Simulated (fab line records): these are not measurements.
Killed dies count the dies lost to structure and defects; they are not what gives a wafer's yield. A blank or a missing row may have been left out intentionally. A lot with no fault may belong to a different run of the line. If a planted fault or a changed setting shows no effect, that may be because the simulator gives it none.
fab line records || flow gf180mcu
record {"lots": 14, "wafers": 42, "last-day": 34}
route steps=602 shown STI@11 V1@349 M2@366
lots with no fault: from the same line, run without faults
start-h: hours from the record's opening day to when the first of the lot's shown wafers began || wait-h: how many hours have passed since the lot's step before this one || " unchanged from the row above || L1.1+2: a single row standing in for several wafers || - either no value or no given start || * or withheld: withheld || < > ~ a bound
route shown NAME@n: names a module that has steps shown in the file, with the first one's number in the route || usual: mean and standard deviation over wafers with no fault || same: alike in all rows || chamber/n: place in a boat || sites: per-site readings || _std_site: standard deviation of those values || _edge_site: outer sites' mean less inner sites' || radius-mm: for every site, how far away it sits from the centre of the wafer || mask NAME#n: copy n || behind: the tool/chamber that last shaped the wafer || hold: cause of the lot's hold/its duration in hours/its outcome || device: which transistor (n, p or np) failed to switch || end of line: the route-end tests of the same wafers || a step given without rows: its recipe and nothing more || killed: dies that structure and defects cost at the first sort, which is not the same as the wafer's yield || map: shows each die of a wafer: x if killed, . if not, _ if none is there
set.NAME: the run value of the setting; set.NAME@STEP: its run value at that earlier step || model.NAME: the simulator's own value behind a step, which no gauge read
route steps across a sampled set of lots; one table per step, one row per wafer
services: when a tool's chamber went out of use (start-h, in hours from the record's first day, below 0 if earlier), for how many hours, and the reason
## steps
# step GF_STI_PEB_10
# recipe {"peb-temp-c": 135, "peb-time-s": 90, "resist": "KrF"}
# usual {"chill-plate-temp-C": "22.97/0.11", "exhaust-pa": "45.1/0.95"}
{"lot.wafer": "L368.1", "tool": "litho-track-03", "chamber": 0, "start-h": 25.36, "wait-h": "-", "chill-plate-temp-C": 22.87, "exhaust-pa": 46.5}
{"lot.wafer": "L368.2", "tool": "litho-track-03", "chamber": 0, "start-h": 25.36, "wait-h": "-", "chill-plate-temp-C": 22.94, "exhaust-pa": 46.0}
{"lot.wafer": "L368.6", "tool": "litho-track-03", "chamber": 0, "start-h": 25.36, "wait-h": "-", "chill-plate-temp-C": 23.16, "exhaust-pa": 45.6}
{"lot.wafer": "L369.1", "tool": "litho-track-02", "chamber": 0, "start-h": 30.60, "wait-h": "-", "chill-plate-temp-C": 23.12, "exhaust-pa": 44.3}
{"lot.wafer": "L369.3", "tool": "litho-track-02", "chamber": 0, "start-h": 30.60, "wait-h": "-", "chill-plate-temp-C": 23.07, "exhaust-pa": 43.7}
{"lot.wafer": "L369.6", "tool": "litho-track-02", "chamber": 0, "start-h": 30.60, "wait-h": "-", "chill-plate-temp-C": 23.02, "exhaust-pa": 45.8}
{"lot.wafer": "L370.1", "tool": "litho-track-04", "chamber": 0, "start-h": 34.48, "wait-h": "-", "chill-plate-temp-C": 22.77, "exhaust-pa": 45.4}
{"lot.wafer": "L370.3", "tool": "litho-track-04", "chamber": 0, "start-h": 34.48, "wait-h": "-", "chill-plate-temp-C": 22.96, "exhaust-pa": 45.0}
{"lot.wafer": "L370.5", "tool": "litho-track-04", "chamber": 0, "start-h": 34.48, "wait-h": "-", "chill-plate-temp-C": 22.87, "exhaust-pa": 44.8}
{"lot.wafer": "L371.4", "tool": "litho-track-02", "chamber": 0, "start-h": 40.15, "wait-h": "-", "chill-plate-temp-C": 22.99, "exhaust-pa": 45.8}
{"lot.wafer": "L371.5", "tool": "litho-track-02", "chamber": 0, "start-h": 40.15, "wait-h": "-", "chill-plate-temp-C": 23.18, "exhaust-pa": 46.5}
{"lot.wafer": "L371.6", "tool": "litho-track-02", "chamber": 0, "start-h": 40.15, "wait-h": "-", "chill-plate-temp-C": 23.05, "exhaust-pa": 45.2}
{"lot.wafer": "L372.2", "tool": "litho-track-04", "chamber": 0, "start-h": 46.36, "wait-h": "-", "chill-plate-temp-C": 23.03, "exhaust-pa": 46.1}
{"lot.wafer": "L372.3", "tool": "litho-track-04", "chamber": 0, "start-h": 46.36, "wait-h": "-", "chill-plate-temp-C": 23.16, "exhaust-pa": 46.0}
{"lot.wafer": "L372.4", "tool": "litho-track-04", "chamber": 0, "start-h": 46.36, "wait-h": "-", "chill-plate-temp-C": 22.94, "exhaust-pa": 45.8}
{"lot.wafer": "L375.2", "tool": "litho-track-02", "chamber": 0, "start-h": 62.23, "wait-h": "-", "chill-plate-temp-C": 23.00, "exhaust-pa": 44.3}
{"lot.wafer": "L375.3", "tool": "litho-track-02", "chamber": 0, "start-h": 62.23, "wait-h": "-", "chill-plate-temp-C": 23.04, "exhaust-pa": 45.3}
{"lot.wafer": "L375.5", "tool": "litho-track-02", "chamber": 0, "start-h": 62.23, "wait-h": "-", "chill-plate-temp-C": 23.20, "exhaust-pa": 45.4}
{"lot.wafer": "L376.3", "tool": "litho-track-02", "chamber": 0, "start-h": 68.41, "wait-h": "-", "chill-plate-temp-C": 23.10, "exhaust-pa": 45.9}
{"lot.wafer": "L376.4", "tool": "litho-track-02", "chamber": 0, "start-h": 68.41, "wait-h": "-", "chill-plate-temp-C": 22.97, "exhaust-pa": 46.9}
{"lot.wafer": "L376.6", "tool": "litho-track-02", "chamber": 0, "start-h": 68.41, "wait-h": "-", "chill-plate-temp-C": 22.90, "exhaust-pa": 45.7}
{"lot.wafer": "L378.1", "tool": "litho-track-04", "chamber": 0, "start-h": 77.33, "wait-h": "-", "chill-plate-temp-C": 22.84, "exhaust-pa": 44.8}
{"lot.wafer": "L378.2", "tool": "litho-track-04", "chamber": 0, "start-h": 77.33, "wait-h": "-", "chill-plate-temp-C": 23.04, "exhaust-pa": 44.0}
{"lot.wafer": "L378.6", "tool": "litho-track-04", "chamber": 0, "start-h": 77.33, "wait-h": "-", "chill-plate-temp-C": 22.93, "exhaust-pa": 45.2}
{"lot.wafer": "L379.1", "tool": "litho-track-03", "chamber": "-", "start-h": 81.61, "wait-h": "-", "chill-plate-temp-C": "-", "exhaust-pa": "-"}
{"lot.wafer": "L379.4", "tool": "litho-track-03", "chamber": "-", "start-h": 81.61, "wait-h": "-", "chill-plate-temp-C": "-", "exhaust-pa": "-"}
{"lot.wafer": "L379.6", "tool": "litho-track-03", "chamber": "-", "start-h": 81.61, "wait-h": "-", "chill-plate-temp-C": "-", "exhaust-pa": "-"}
{"lot.wafer": "L380.3", "tool": "litho-track-04", "chamber": "-", "start-h": 87.19, "wait-h": "-", "chill-plate-temp-C": "-", "exhaust-pa": "-"}
{"lot.wafer": "L380.4", "tool": "litho-track-04", "chamber": "-", "start-h": 87.19, "wait-h": "-", "chill-plate-temp-C": "-", "exhaust-pa": "-"}
{"lot.wafer": "L380.5", "tool": "litho-track-04", "chamber": "-", "start-h": 87.19, "wait-h": "-", "chill-plate-temp-C": "-", "exhaust-pa": "-"}
{"lot.wafer": "L381.4", "tool": "litho-track-04", "chamber": 0, "start-h": 92.88, "wait-h": "-", "chill-plate-temp-C": 22.72, "exhaust-pa": 45.0}
{"lot.wafer": "L381.5", "tool": "litho-track-04", "chamber": 0, "start-h": 92.88, "wait-h": "-", "chill-plate-temp-C": 22.89, "exhaust-pa": 45.8}
{"lot.wafer": "L381.6", "tool": "litho-track-04", "chamber": 0, "start-h": 92.88, "wait-h": "-", "chill-plate-temp-C": 22.85, "exhaust-pa": 44.8}
{"lot.wafer": "L389.1", "tool": "litho-track-04", "chamber": 0, "start-h": 132.98, "wait-h": "-", "chill-plate-temp-C": 22.95, "exhaust-pa": 45.1}
{"lot.wafer": "L389.3", "tool": "litho-track-04", "chamber": 0, "start-h": 132.98, "wait-h": "-", "chill-plate-temp-C": 22.89, "exhaust-pa": 43.8}
{"lot.wafer": "L389.5", "tool": "litho-track-04", "chamber": 0, "start-h": 132.98, "wait-h": "-", "chill-plate-temp-C": 23.01, "exhaust-pa": 44.9}
{"lot.wafer": "L390.1", "tool": "litho-track-03", "chamber": 0, "start-h": 138.61, "wait-h": "-", "chill-plate-temp-C": 23.07, "exhaust-pa": 45.4}
{"lot.wafer": "L390.2", "tool": "litho-track-03", "chamber": 0, "start-h": 138.61, "wait-h": "-", "chill-plate-temp-C": 22.87, "exhaust-pa": 46.1}
{"lot.wafer": "L390.6", "tool": "litho-track-03", "chamber": 0, "start-h": 138.61, "wait-h": "-", "chill-plate-temp-C": 22.99, "exhaust-pa": 45.0}
{"lot.wafer": "L391.1", "tool": "litho-track-03", "chamber": 0, "start-h": 143.76, "wait-h": "-", "chill-plate-temp-C": 22.93, "exhaust-pa": 44.4}
{"lot.wafer": "L391.2", "tool": "litho-track-03", "chamber": 0, "start-h": 143.76, "wait-h": "-", "chill-plate-temp-C": 22.94, "exhaust-pa": 45.0}
{"lot.wafer": "L391.3", "tool": "litho-track-03", "chamber": 0, "start-h": 143.76, "wait-h": "-", "chill-plate-temp-C": 22.82, "exhaust-pa": 45.6}
# step GF_V1_CD_MEAS_14
# recipe {"target-cd-nm": 260}
# usual {"cd-nm": "260.4/1.4"}
{"lot.wafer": "L368.1", "tool": "cd-sem-01", "chamber": "-", "start-h": 412.43, "wait-h": 1.5, "cd-nm": 259.1}
{"lot.wafer": "L368.2", "tool": "cd-sem-01", "chamber": "-", "start-h": 412.43, "wait-h": 1.5, "cd-nm": 258.5}
{"lot.wafer": "L368.6", "tool": "cd-sem-01", "chamber": "-", "start-h": 412.43, "wait-h": 1.5, "cd-nm": 259.5}
{"lot.wafer": "L369.1", "tool": "cd-sem-01", "chamber": "-", "start-h": 422.84, "wait-h": 0.1, "cd-nm": 261.7}
{"lot.wafer": "L369.3", "tool": "cd-sem-01", "chamber": "-", "start-h": 422.84, "wait-h": 0.1, "cd-nm": 261.5}
{"lot.wafer": "L369.6", "tool": "cd-sem-01", "chamber": "-", "start-h": 422.84, "wait-h": 0.1, "cd-nm": 260.3}
{"lot.wafer": "L370.1", "tool": "cd-sem-01", "chamber": "-", "start-h": 427.09, "wait-h": 0.2, "cd-nm": 261.7}
{"lot.wafer": "L370.3", "tool": "cd-sem-01", "chamber": "-", "start-h": 427.09, "wait-h": 0.2, "cd-nm": 261.1}
{"lot.wafer": "L370.5", "tool": "cd-sem-01", "chamber": "-", "start-h": 427.09, "wait-h": 0.2, "cd-nm": 260.8}
{"lot.wafer": "L371.4", "tool": "cd-sem-01", "chamber": "-", "start-h": 438.41, "wait-h": 0.1, "cd-nm": 262.1}
{"lot.wafer": "L371.5", "tool": "cd-sem-01", "chamber": "-", "start-h": 438.41, "wait-h": 0.1, "cd-nm": 260.7}
{"lot.wafer": "L371.6", "tool": "cd-sem-01", "chamber": "-", "start-h": 438.41, "wait-h": 0.1, "cd-nm": 262.3}
{"lot.wafer": "L372.2", "tool": "cd-sem-02", "chamber": "-", "start-h": 454.14, "wait-h": 0.1, "cd-nm": 262.9}
{"lot.wafer": "L372.3", "tool": "cd-sem-02", "chamber": "-", "start-h": 454.14, "wait-h": 0.1, "cd-nm": 263.1}
{"lot.wafer": "L372.4", "tool": "cd-sem-02", "chamber": "-", "start-h": 454.14, "wait-h": 0.1, "cd-nm": 262.3}
{"lot.wafer": "L375.2", "tool": "cd-sem-02", "chamber": "-", "start-h": 481.93, "wait-h": 0.2, "cd-nm": 260.9}
{"lot.wafer": "L375.3", "tool": "cd-sem-02", "chamber": "-", "start-h": 481.93, "wait-h": 0.2, "cd-nm": 262.1}
{"lot.wafer": "L375.5", "tool": "cd-sem-02", "chamber": "-", "start-h": 481.93, "wait-h": 0.2, "cd-nm": 260.3}
{"lot.wafer": "L376.3", "tool": "cd-sem-02", "chamber": "-", "start-h": 490.33, "wait-h": 0.1, "cd-nm": 260.0}
{"lot.wafer": "L376.4", "tool": "cd-sem-02", "chamber": "-", "start-h": 490.33, "wait-h": 0.1, "cd-nm": 259.7}
{"lot.wafer": "L376.6", "tool": "cd-sem-02", "chamber": "-", "start-h": 490.33, "wait-h": 0.1, "cd-nm": 260.3}
{"lot.wafer": "L378.1", "tool": "cd-sem-01", "chamber": "-", "start-h": 505.87, "wait-h": 0.1, "cd-nm": 260.6}
{"lot.wafer": "L378.2", "tool": "cd-sem-01", "chamber": "-", "start-h": 505.87, "wait-h": 0.1, "cd-nm": 261.1}
{"lot.wafer": "L378.6", "tool": "cd-sem-01", "chamber": "-", "start-h": 505.87, "wait-h": 0.1, "cd-nm": 261.1}
{"lot.wafer": "L381.4", "tool": "cd-sem-01", "chamber": "-", "start-h": 524.10, "wait-h": 0.1, "cd-nm": 261.2}
{"lot.wafer": "L381.5", "tool": "cd-sem-01", "chamber": "-", "start-h": 524.10, "wait-h": 0.1, "cd-nm": 262.5}
{"lot.wafer": "L381.6", "tool": "cd-sem-01", "chamber": "-", "start-h": 524.10, "wait-h": 0.1, "cd-nm": 262.5}
{"lot.wafer": "L389.1", "tool": "cd-sem-01", "chamber": "-", "start-h": 590.99, "wait-h": 0.2, "cd-nm": 258.2}
{"lot.wafer": "L389.3", "tool": "cd-sem-01", "chamber": "-", "start-h": 590.99, "wait-h": 0.2, "cd-nm": 257.2}
{"lot.wafer": "L389.5", "tool": "cd-sem-01", "chamber": "-", "start-h": 590.99, "wait-h": 0.2, "cd-nm": 259.6}
{"lot.wafer": "L390.1", "tool": "cd-sem-02", "chamber": "-", "start-h": 596.89, "wait-h": 0.1, "cd-nm": 259.8}
{"lot.wafer": "L390.2", "tool": "cd-sem-02", "chamber": "-", "start-h": 596.89, "wait-h": 0.1, "cd-nm": 260.2}
{"lot.wafer": "L390.6", "tool": "cd-sem-02", "chamber": "-", "start-h": 596.89, "wait-h": 0.1, "cd-nm": 261.1}
{"lot.wafer": "L391.1", "tool": "cd-sem-01", "chamber": "-", "start-h": 605.59, "wait-h": 0.1, "cd-nm": 259.2}
{"lot.wafer": "L391.2", "tool": "cd-sem-01", "chamber": "-", "start-h": 605.59, "wait-h": 0.1, "cd-nm": 259.6}
{"lot.wafer": "L391.3", "tool": "cd-sem-01", "chamber": "-", "start-h": 605.59, "wait-h": 0.1, "cd-nm": 258.7}
# step GF_V1_SPUTTER_22
# recipe {"material": "TiN", "target-thk-nm": 10, "chamber-pressure-pa": 5, "power-w": 4000, "time-s": 40}
# usual {"throttle-valve-pct": "30.2/0.98"}
{"lot.wafer": "L368.1", "tool": "pvd-sputter-04", "chamber": "-", "start-h": 413.32, "wait-h": 0.0, "throttle-valve-pct": 30.2}
{"lot.wafer": "L368.2", "tool": "pvd-sputter-04", "chamber": "-", "start-h": 413.32, "wait-h": 0.0, "throttle-valve-pct": 31.2}
{"lot.wafer": "L368.6", "tool": "pvd-sputter-04", "chamber": "-", "start-h": 413.32, "wait-h": 0.0, "throttle-valve-pct": 31.2}
{"lot.wafer": "L369.1", "tool": "pvd-sputter-01", "chamber": "-", "start-h": 423.79, "wait-h": 0.0, "throttle-valve-pct": 31.0}
{"lot.wafer": "L369.3", "tool": "pvd-sputter-01", "chamber": "-", "start-h": 423.79, "wait-h": 0.0, "throttle-valve-pct": 31.0}
{"lot.wafer": "L369.6", "tool": "pvd-sputter-01", "chamber": "-", "start-h": 423.79, "wait-h": 0.0, "throttle-valve-pct": 30.0}
{"lot.wafer": "L370.1", "tool": "pvd-sputter-04", "chamber": "-", "start-h": 428.01, "wait-h": 0.0, "throttle-valve-pct": 29.8}
{"lot.wafer": "L370.3", "tool": "pvd-sputter-04", "chamber": "-", "start-h": 428.01, "wait-h": 0.0, "throttle-valve-pct": 30.2}
{"lot.wafer": "L370.5", "tool": "pvd-sputter-04", "chamber": "-", "start-h": 428.01, "wait-h": 0.0, "throttle-valve-pct": 29.8}
{"lot.wafer": "L371.4", "tool": "pvd-sputter-02", "chamber": "-", "start-h": 439.27, "wait-h": 0.0, "throttle-valve-pct": 31.1}
{"lot.wafer": "L371.5", "tool": "pvd-sputter-02", "chamber": "-", "start-h": 439.27, "wait-h": 0.0, "throttle-valve-pct": 28.9}
{"lot.wafer": "L371.6", "tool": "pvd-sputter-02", "chamber": "-", "start-h": 439.27, "wait-h": 0.0, "throttle-valve-pct": 31.3}
{"lot.wafer": "L372.2", "tool": "pvd-sputter-04", "chamber": "-", "start-h": 455.06, "wait-h": 0.0, "throttle-valve-pct": 31.6}
{"lot.wafer": "L372.3", "tool": "pvd-sputter-04", "chamber": "-", "start-h": 455.06, "wait-h": 0.0, "throttle-valve-pct": 29.9}
{"lot.wafer": "L372.4", "tool": "pvd-sputter-04", "chamber": "-", "start-h": 455.06, "wait-h": 0.0, "throttle-valve-pct": 29.7}
{"lot.wafer": "L375.2", "tool": "pvd-sputter-04", "chamber": "-", "start-h": 482.80, "wait-h": 0.0, "throttle-valve-pct": 31.5}
{"lot.wafer": "L375.3", "tool": "pvd-sputter-04", "chamber": "-", "start-h": 482.80, "wait-h": 0.0, "throttle-valve-pct": 31.1}
{"lot.wafer": "L375.5", "tool": "pvd-sputter-04", "chamber": "-", "start-h": 482.80, "wait-h": 0.0, "throttle-valve-pct": 30.0}
{"lot.wafer": "L376.3", "tool": "pvd-sputter-02", "chamber": "-", "start-h": 491.17, "wait-h": 0.0, "throttle-valve-pct": 29.6}
{"lot.wafer": "L376.4", "tool": "pvd-sputter-02", "chamber": "-", "start-h": 491.17, "wait-h": 0.0, "throttle-valve-pct": 28.7}
{"lot.wafer": "L376.6", "tool": "pvd-sputter-02", "chamber": "-", "start-h": 491.17, "wait-h": 0.0, "throttle-valve-pct": 29.5}
{"lot.wafer": "L378.1", "tool": "pvd-sputter-04", "chamber": "-", "start-h": 506.75, "wait-h": 0.0, "throttle-valve-pct": 31.1}
{"lot.wafer": "L378.2", "tool": "pvd-sputter-04", "chamber": "-", "start-h": 506.75, "wait-h": 0.0, "throttle-valve-pct": 30.2}
{"lot.wafer": "L378.6", "tool": "pvd-sputter-04", "chamber": "-", "start-h": 506.75, "wait-h": 0.0, "throttle-valve-pct": 31.6}
{"lot.wafer": "L381.4", "tool": "pvd-sputter-04", "chamber": "-", "start-h": 524.95, "wait-h": 0.0, "throttle-valve-pct": 31.7}
{"lot.wafer": "L381.5", "tool": "pvd-sputter-04", "chamber": "-", "start-h": 524.95, "wait-h": 0.0, "throttle-valve-pct": 30.0}
{"lot.wafer": "L381.6", "tool": "pvd-sputter-04", "chamber": "-", "start-h": 524.95, "wait-h": 0.0, "throttle-valve-pct": 31.0}
{"lot.wafer": "L389.1", "tool": "pvd-sputter-02", "chamber": "-", "start-h": 591.87, "wait-h": 0.0, "throttle-valve-pct": 29.3}
{"lot.wafer": "L389.3", "tool": "pvd-sputter-02", "chamber": "-", "start-h": 591.87, "wait-h": 0.0, "throttle-valve-pct": 31.2}
{"lot.wafer": "L389.5", "tool": "pvd-sputter-02", "chamber": "-", "start-h": 591.87, "wait-h": 0.0, "throttle-valve-pct": 29.0}
{"lot.wafer": "L390.1", "tool": "pvd-sputter-04", "chamber": "-", "start-h": 597.78, "wait-h": 0.0, "throttle-valve-pct": 29.8}
{"lot.wafer": "L390.2", "tool": "pvd-sputter-04", "chamber": "-", "start-h": 597.78, "wait-h": 0.0, "throttle-valve-pct": 30.2}
{"lot.wafer": "L390.6", "tool": "pvd-sputter-04", "chamber": "-", "start-h": 597.78, "wait-h": 0.0, "throttle-valve-pct": 29.9}
{"lot.wafer": "L391.1", "tool": "pvd-sputter-04", "chamber": "-", "start-h": 606.47, "wait-h": 0.0, "throttle-valve-pct": 31.5}
{"lot.wafer": "L391.2", "tool": "pvd-sputter-04", "chamber": "-", "start-h": 606.47, "wait-h": 0.0, "throttle-valve-pct": 31.1}
{"lot.wafer": "L391.3", "tool": "pvd-sputter-04", "chamber": "-", "start-h": 606.47, "wait-h": 0.0, "throttle-valve-pct": 29.8}
# step GF_M2_SPUTTER_04
# recipe {"material": "TiN", "target-thk-nm": 50, "power-w": 6500, "time-s": 41.7, "chamber-pressure-pa": 0.4}
# usual {"throttle-valve-pct": "30.0/1.1"}
{"lot.wafer": "L368.1", "tool": "pvd-sputter-02", "chamber": "-", "start-h": 414.13, "wait-h": 0.0, "throttle-valve-pct": 29.3}
{"lot.wafer": "L368.2", "tool": "pvd-sputter-02", "chamber": "-", "start-h": 414.13, "wait-h": 0.0, "throttle-valve-pct": 30.9}
{"lot.wafer": "L368.6", "tool": "pvd-sputter-02", "chamber": "-", "start-h": 414.13, "wait-h": 0.0, "throttle-valve-pct": 29.2}
{"lot.wafer": "L369.1", "tool": "pvd-sputter-03", "chamber": "-", "start-h": 424.60, "wait-h": 0.0, "throttle-valve-pct": 28.1}
{"lot.wafer": "L369.3", "tool": "pvd-sputter-03", "chamber": "-", "start-h": 424.60, "wait-h": 0.0, "throttle-valve-pct": 31.1}
{"lot.wafer": "L369.6", "tool": "pvd-sputter-03", "chamber": "-", "start-h": 424.60, "wait-h": 0.0, "throttle-valve-pct": 28.0}
{"lot.wafer": "L370.1", "tool": "pvd-sputter-03", "chamber": "-", "start-h": 428.82, "wait-h": 0.0, "throttle-valve-pct": 28.2}
{"lot.wafer": "L370.3", "tool": "pvd-sputter-03", "chamber": "-", "start-h": 428.82, "wait-h": 0.0, "throttle-valve-pct": 30.7}
{"lot.wafer": "L370.5", "tool": "pvd-sputter-03", "chamber": "-", "start-h": 428.82, "wait-h": 0.0, "throttle-valve-pct": 30.9}
{"lot.wafer": "L371.4", "tool": "pvd-sputter-01", "chamber": "-", "start-h": 440.08, "wait-h": 0.0, "throttle-valve-pct": 28.5}
{"lot.wafer": "L371.5", "tool": "pvd-sputter-01", "chamber": "-", "start-h": 440.08, "wait-h": 0.0, "throttle-valve-pct": 31.1}
{"lot.wafer": "L371.6", "tool": "pvd-sputter-01", "chamber": "-", "start-h": 440.08, "wait-h": 0.0, "throttle-valve-pct": 30.8}
{"lot.wafer": "L372.2", "tool": "pvd-sputter-02", "chamber": "-", "start-h": 456.17, "wait-h": 0.0, "throttle-valve-pct": 28.8}
{"lot.wafer": "L372.3", "tool": "pvd-sputter-02", "chamber": "-", "start-h": 456.17, "wait-h": 0.0, "throttle-valve-pct": 31.0}
{"lot.wafer": "L372.4", "tool": "pvd-sputter-02", "chamber": "-", "start-h": 456.17, "wait-h": 0.0, "throttle-valve-pct": 29.1}
{"lot.wafer": "L375.2", "tool": "pvd-sputter-03", "chamber": "-", "start-h": 483.61, "wait-h": 0.0, "throttle-valve-pct": 31.4}
{"lot.wafer": "L375.3", "tool": "pvd-sputter-03", "chamber": "-", "start-h": 483.61, "wait-h": 0.0, "throttle-valve-pct": 30.8}
{"lot.wafer": "L375.5", "tool": "pvd-sputter-03", "chamber": "-", "start-h": 483.61, "wait-h": 0.0, "throttle-valve-pct": 30.7}
{"lot.wafer": "L376.3", "tool": "pvd-sputter-03", "chamber": "-", "start-h": 491.98, "wait-h": 0.0, "throttle-valve-pct": 30.8}
{"lot.wafer": "L376.4", "tool": "pvd-sputter-03", "chamber": "-", "start-h": 491.98, "wait-h": 0.0, "throttle-valve-pct": 31.2}
{"lot.wafer": "L376.6", "tool": "pvd-sputter-03", "chamber": "-", "start-h": 491.98, "wait-h": 0.0, "throttle-valve-pct": 30.7}
{"lot.wafer": "L378.1", "tool": "pvd-sputter-01", "chamber": "-", "start-h": 507.56, "wait-h": 0.0, "throttle-valve-pct": 28.4}
{"lot.wafer": "L378.2", "tool": "pvd-sputter-01", "chamber": "-", "start-h": 507.56, "wait-h": 0.0, "throttle-valve-pct": 29.9}
{"lot.wafer": "L378.6", "tool": "pvd-sputter-01", "chamber": "-", "start-h": 507.56, "wait-h": 0.0, "throttle-valve-pct": 28.5}
{"lot.wafer": "L381.4", "tool": "pvd-sputter-01", "chamber": "-", "start-h": 525.76, "wait-h": 0.0, "throttle-valve-pct": 30.9}
{"lot.wafer": "L381.5", "tool": "pvd-sputter-01", "chamber": "-", "start-h": 525.76, "wait-h": 0.0, "throttle-valve-pct": 30.7}
{"lot.wafer": "L381.6", "tool": "pvd-sputter-01", "chamber": "-", "start-h": 525.76, "wait-h": 0.0, "throttle-valve-pct": 29.8}
{"lot.wafer": "L389.1", "tool": "pvd-sputter-01", "chamber": "-", "start-h": 592.88, "wait-h": 0.0, "throttle-valve-pct": 28.4}
{"lot.wafer": "L389.3", "tool": "pvd-sputter-01", "chamber": "-", "start-h": 592.88, "wait-h": 0.0, "throttle-valve-pct": 31.1}
{"lot.wafer": "L389.5", "tool": "pvd-sputter-01", "chamber": "-", "start-h": 592.88, "wait-h": 0.0, "throttle-valve-pct": 31.0}
{"lot.wafer": "L390.1", "tool": "pvd-sputter-02", "chamber": "-", "start-h": 598.59, "wait-h": 0.0, "throttle-valve-pct": 31.3}
{"lot.wafer": "L390.2", "tool": "pvd-sputter-02", "chamber": "-", "start-h": 598.59, "wait-h": 0.0, "throttle-valve-pct": 29.1}
{"lot.wafer": "L390.6", "tool": "pvd-sputter-02", "chamber": "-", "start-h": 598.59, "wait-h": 0.0, "throttle-valve-pct": 29.2}
{"lot.wafer": "L391.1", "tool": "pvd-sputter-03", "chamber": "-", "start-h": 607.31, "wait-h": 0.0, "throttle-valve-pct": 31.0}
{"lot.wafer": "L391.2", "tool": "pvd-sputter-03", "chamber": "-", "start-h": 607.31, "wait-h": 0.0, "throttle-valve-pct": 27.9}
{"lot.wafer": "L391.3", "tool": "pvd-sputter-03", "chamber": "-", "start-h": 607.31, "wait-h": 0.0, "throttle-valve-pct": 31.5}
## services
{"tool": "pvd-sputter-04", "chamber": "-", "start-h": 4.63, "hours": 1.9, "kind": "repair"}
{"tool": "pvd-sputter-04", "chamber": "-", "start-h": 19.38, "hours": 4.9, "kind": "repair"}
{"tool": "pvd-sputter-01", "chamber": "-", "start-h": 66.78, "hours": 15.5, "kind": "repair"}
{"tool": "pvd-sputter-04", "chamber": "-", "start-h": 91.16, "hours": 5.5, "kind": "repair"}
{"tool": "pvd-sputter-03", "chamber": "-", "start-h": 101.18, "hours": 1.8, "kind": "repair"}
{"tool": "pvd-sputter-04", "chamber": "-", "start-h": 131.21, "hours": 2.3, "kind": "repair"}
{"tool": "pvd-sputter-01", "chamber": "-", "start-h": 136.43, "hours": 2.6, "kind": "repair"}
{"tool": "pvd-sputter-02", "chamber": "-", "start-h": 158.26, "hours": 0.8, "kind": "repair"}
{"tool": "pvd-sputter-03", "chamber": "-", "start-h": 167.65, "hours": 1.2, "kind": "repair"}
{"tool": "pvd-sputter-04", "chamber": "-", "start-h": 172.19, "hours": 0.6, "kind": "repair"}
{"tool": "pvd-sputter-04", "chamber": "-", "start-h": 205.67, "hours": 2.8, "kind": "repair"}
{"tool": "pvd-sputter-01", "chamber": "-", "start-h": 210.54, "hours": 8.3, "kind": "repair"}
{"tool": "pvd-sputter-03", "chamber": "-", "start-h": 232.29, "hours": 49.1, "kind": "repair"}
{"tool": "pvd-sputter-04", "chamber": "-", "start-h": 272.85, "hours": 12.8, "kind": "repair"}
{"tool": "pvd-sputter-01", "chamber": "-", "start-h": 273.30, "hours": 2.3, "kind": "repair"}
{"tool": "pvd-sputter-02", "chamber": "-", "start-h": 324.81, "hours": 1.1, "kind": "repair"}
{"tool": "pvd-sputter-01", "chamber": "-", "start-h": 325.65, "hours": 0.9, "kind": "repair"}
{"tool": "pvd-sputter-02", "chamber": "-", "start-h": 326.36, "hours": 4.0, "kind": "repair"}
{"tool": "pvd-sputter-04", "chamber": "-", "start-h": 358.76, "hours": 2.7, "kind": "repair"}
{"tool": "pvd-sputter-04", "chamber": "-", "start-h": 400.25, "hours": 0.8, "kind": "repair"}
{"tool": "pvd-sputter-04", "chamber": "-", "start-h": 405.32, "hours": 3.9, "kind": "repair"}
{"tool": "pvd-sputter-02", "chamber": "-", "start-h": 476.09, "hours": 2.2, "kind": "repair"}
{"tool": "pvd-sputter-02", "chamber": "-", "start-h": 583.16, "hours": 5.7, "kind": "repair"}
{"tool": "pvd-sputter-02", "chamber": "-", "start-h": 604.43, "hours": 3.6, "kind": "repair"}
## key
first-sign {"step": "GF_STI_PEB_10", "reading": "tool-record", "direction": "missing"}
effect none on later readings
met-at GF_STI_PEB_10
struck-lots L379,L380
later-rows-left-out L379.1,L379.4,L379.6,L380.3,L380.4,L380.5
sort-left-out L379.1,L379.4,L379.6,L380.3,L380.4,L380.5
tester-left-out L379,L380
not-acting-at GF_V1_CD_MEAS_14,GF_V1_SPUTTER_22,GF_M2_SPUTTER_04
onset-between 77.33 81.61
fault {"kind": "skipped-step-whole", "tool": "litho-track-03,litho-track-04", "chamber": "-", "onset-h": 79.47, "steps": "GF_STI_PEB_10", "scope": "struck-lots-only"}
# tester-left-out: of these lots the tester's yield and bins aren't shown, on N5 and GAA mostly nor the transistor test; their killed dies are dies lost to structure and defects alone, not to doping, threshold or leakage, so they don't give the yield
# sort-left-out: the simulated sort isn't trusted on such a fault, so these wafers' sort isn't shown, and their yield isn't known
# later-rows-left-out: the simulator's readings of these wafers behind a module that went badly wrong aren't trusted and aren't shown, but for the sort
